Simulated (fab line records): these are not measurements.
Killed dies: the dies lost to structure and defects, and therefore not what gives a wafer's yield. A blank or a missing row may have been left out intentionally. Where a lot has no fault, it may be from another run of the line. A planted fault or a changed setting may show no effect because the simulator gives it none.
Problem report, 8D (eight disciplines) form, completed by code || flow sky130 || the parts of the form that need people (team, actions taken, sign-off) are left out

## 1. WHAT IS WRONG
spin_speed_rpm at SKY_RES_XHIGH_COAT_02 reads a mean of 2799.0 rpm on 6 wafers of 2 lots; wafers without a fault read 3000.5 rpm with a standard deviation of 2.2. That is -92 standard deviations from the usual mean.
The step: resist thk 1140 nm.
Earliest sighting: wafer L986.2 on litho_track-03 at day 31 02:14. The record holds 42 wafers of 14 lots with a number at this step. Rule for "out", or "out of limits": more than 4 standard deviations from the usual mean. All remaining wafers that have a number are taken as sound.

## 2. WHAT IT IS, AND WHAT IT ISN'T
{"question": "which readings at this step", "is": "spin_speed_rpm", "is not": "exhaust_pa"}
{"question": "which lots", "is": "L985, L986", "is not": "L973, L974, L975, L976, L977, L979, L981, L984, L993, L994, L995, L996"}
{"question": "which wafers of those lots", "is": "all that have a number", "is not": "-"}
{"question": "read on which tools", "is": "litho_track-03", "is not": "litho_track-01, litho_track-02"}
{"question": "when", "is": "from day 31 02:14", "is not": "up to then (24 sound wafers); but 12 sound wafers of L993, L994, L995, L996 came after"}

## 3. WHAT RULES OUT EACH SUSPECT
Counting: a tool stays on the suspect list if, at a process step up to the reading, it processed all lots that are out and no sound lot following the first of them.
- litho_track-03 at SKY_RES_XHIGH_COAT_02 (resist thk 1140 nm): ruled out as a lasting fault. The sound lots L994, L993 went through it after L986, its earliest lot that is out (day 31 02:14).
Left after counting: nothing in the record.

## 4. THE CAUSE (what the simulator had put in)
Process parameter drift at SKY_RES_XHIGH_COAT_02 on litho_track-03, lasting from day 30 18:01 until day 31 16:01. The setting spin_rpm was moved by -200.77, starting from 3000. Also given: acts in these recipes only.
Counting ruled it out, wrongly.

## 5. THE CHAIN OF EFFECTS, in route order
Each row: a reading where the mean over the struck wafers with a number is more than 3 standard deviations away from the usual. Only readings for which the record gives a usual standard deviation are gone through. hours: the time from each lot's start at the first step in this table that gives one to its start at this step, as a median over the lots. sigmas: the change in usual standard deviations.
{"hours": 0, "step": "SKY_RES_XHIGH_COAT_02", "reading": "spin_speed_rpm", "usual": "3000.5 rpm", "on struck wafers": 2799.0, "change": -201.5, "sigmas": -92}
{"hours": 15, "step": "SKY_RES_XHIGH_STRIP_08", "reading": "strip_time_to_endpoint_s", "usual": "14.27 s", "on struck wafers": 14.67, "change": "+0.40", "sigmas": "+12"}
Process steps it contains:
- SKY_RES_XHIGH_COAT_02: resist thk 1140 nm.
- SKY_RES_XHIGH_STRIP_08: strips in O2/N2.

## 6. WHAT WOULD HAVE CAUGHT IT SOONER
In this record the first reading out of limits was taken at day 31 02:14, 8 hours after the fault began at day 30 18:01.
